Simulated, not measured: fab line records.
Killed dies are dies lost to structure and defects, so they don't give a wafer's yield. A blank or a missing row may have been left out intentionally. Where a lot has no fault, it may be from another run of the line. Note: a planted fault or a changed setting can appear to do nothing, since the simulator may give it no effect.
The tool behind it: which one? -- flow gf180mcu -- Sampling: 6 lots, 18 wafers, 3 of 602 route steps

WHAT THE GAUGES READ, wafer by wafer
GF_CONTACT_THK_MEAS_03.
lot,measured,on,CONTACT_CVD_02_THK (nm)
L305,day 16 04:37,film-metro-04,852 851 854
L314,day 19 11:11,film-metro-01,855 841 1144
L317,day 20 18:21,film-metro-01,873 877 871
L319,day 21 09:04,film-metro-01,860 847 881
L321,day 21 23:17,film-metro-01,853 884 868
L323,day 22 16:16,film-metro-03,830 830 847

EACH LOT AND THE TOOL THAT RAN IT (in order: tool; ch and the chambers of the sampled wafers; start)
lot,GF_SALICIDE_SPUTTER_03,GF_CONTACT_CVD_02
L305,"pvd-sputter-03, day 16 03:56","pecvd-04 ch 0,1,2, day 16 04:32"
L314,"pvd-sputter-02, day 19 10:31","pecvd-04 ch 0,1,2, day 19 11:07"
L317,"pvd-sputter-01, day 20 17:41","pecvd-01 ch 0,1,2, day 20 18:17"
L319,"pvd-sputter-01, day 21 08:24","pecvd-03 ch 0,2, day 21 09:00"
L321,"pvd-sputter-02, day 21 22:31","pecvd-01 ch 0,2, day 21 23:13"
L323,"pvd-sputter-02, day 22 15:34","pecvd-03 ch 0,1, day 22 16:11"
- GF_SALICIDE_SPUTTER_03: material TiN, target thk 20 nm, time 16.7 s.
- GF_CONTACT_CVD_02: deposits SiO2 from TEOS, target thk 860 nm, time 95.992 s.

THE ANSWER, worked out from the rows above alone
Rule: usual is defined by the lots themselves. Put in order of their means at a reading, lots are off if they are a third of the lots or fewer, leave a main group of 4 or more, and stand apart from it by a gap of 3 or more times the standard deviation of the main group's means; of several such gaps the widest counts. Not used: any main group whose means are identical at the precision the tables above print for the reading. A lot without any number at a reading at which 4 lots or more have one is off too. All remaining lots with rows at the step are treated as sound.
Off: L314, at GF_CONTACT_THK_MEAS_03 (CONTACT_CVD_02_THK). Main group: mean 859 nm, sd 13.
A tool fits if, at a process step before that reading, it ran every lot that is off, and no sound lot after the first of them. The gauges at GF_CONTACT_THK_MEAS_03 are tried like those tools. One fits: GF_CONTACT_CVD_02 on pecvd-04. Its last sound lot is L305 (day 16 04:32), its first lot that is off L314 (day 19 11:07): a fault that began between those two fits.

WHAT THE SIMULATOR PUT IN
pecvd-04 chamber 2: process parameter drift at GF_CONTACT_CVD_02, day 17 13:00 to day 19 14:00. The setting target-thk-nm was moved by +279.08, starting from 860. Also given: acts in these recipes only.
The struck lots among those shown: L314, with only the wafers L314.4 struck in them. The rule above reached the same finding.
